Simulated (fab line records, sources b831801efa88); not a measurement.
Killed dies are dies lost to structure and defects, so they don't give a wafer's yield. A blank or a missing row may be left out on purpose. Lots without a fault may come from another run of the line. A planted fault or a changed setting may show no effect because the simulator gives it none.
Which tool did it? | flow sky130 | 6 lots, 18 wafers sampled, at 4 steps of a route of 708

WHAT THE GAUGES READ, wafer by wafer
SKY_DNWELL_TW_MEAS_09.
lot  | measured    | on            | DNWELL_TW
L543 | day 3 15:39 | film_metro-02 | 1107 1118 1111
L545 | day 4 03:10 | film_metro-02 | 1107 1111 1108
L549 | day 4 21:44 | film_metro-02 | 1121 1118 1115
L551 | day 5 10:07 | film_metro-02 | 1105 1103 1105
L556 | day 7 02:17 | film_metro-01 | 1116 1109 1118
L563 | day 8 05:19 | film_metro-01 | 1119 1108 1118

WHICH TOOL RAN EACH LOT (tool, then ch and the chambers of the sampled wafers, then the start)
lot  | SKY_FIELD_ISO_ETCH_14             | SKY_FIELD_ISO_STRIP_16              | SKY_DNWELL_EXPOSE_04
L543 | rie_diel-02 ch 0,1,2, day 2 16:35 | plasma_asher-04 ch 0,1, day 2 16:41 | iline_stepper-01 ch 0, day 3 07:16
L545 | rie_diel-01 ch 1,2, day 3 01:56   | plasma_asher-04 ch 0,1, day 3 02:04 | iline_stepper-02 ch 0, day 3 18:50
L549 | rie_diel-01 ch 1,2,3, day 3 21:53 | plasma_asher-04 ch 0,1, day 3 22:02 | iline_stepper-01 ch 0, day 4 13:02
L551 | rie_diel-02 ch 0,1,2, day 4 10:35 | plasma_asher-01 ch 0,1, day 4 10:41 | iline_stepper-02 ch 0, day 5 01:07
L556 | rie_diel-02 ch 0,1,3, day 5 10:34 | plasma_asher-02 ch 0,1, day 5 10:40 | iline_stepper-02 ch 0, day 6 16:25
L563 | rie_diel-02 ch 2,3, day 7 01:14   | plasma_asher-01 ch 0,1, day 7 01:22 | iline_stepper-01 ch 0, day 7 18:57
- SKY_FIELD_ISO_ETCH_14: etches BARC in N2/H2, stops on SiO2, time 45.9 s, target depth 60 nm.
- SKY_FIELD_ISO_STRIP_16: strips in O2/N2.
- SKY_DNWELL_EXPOSE_04: exposes mask DNM, target cd 3000 nm.

THE ANSWER, worked out from the rows above alone
Rule: what is usual is taken from the lots themselves. Put in order of their means at a reading, lots are off if they are a third of the lots or fewer, leave a main group of 4 or more, and stand apart from it by a gap of 3 or more times the standard deviation of the main group's means; of several such gaps the widest counts. A main group whose means are all the same, to the digits that the tables above print for the reading, isn't used. A lot without any number at a reading at which 4 lots or more have one is off too. The other lots that the step has rows for count as sound.
No lot is off at any reading shown: from this, nothing can be told.

WHAT THE SIMULATOR HAD PUT IN
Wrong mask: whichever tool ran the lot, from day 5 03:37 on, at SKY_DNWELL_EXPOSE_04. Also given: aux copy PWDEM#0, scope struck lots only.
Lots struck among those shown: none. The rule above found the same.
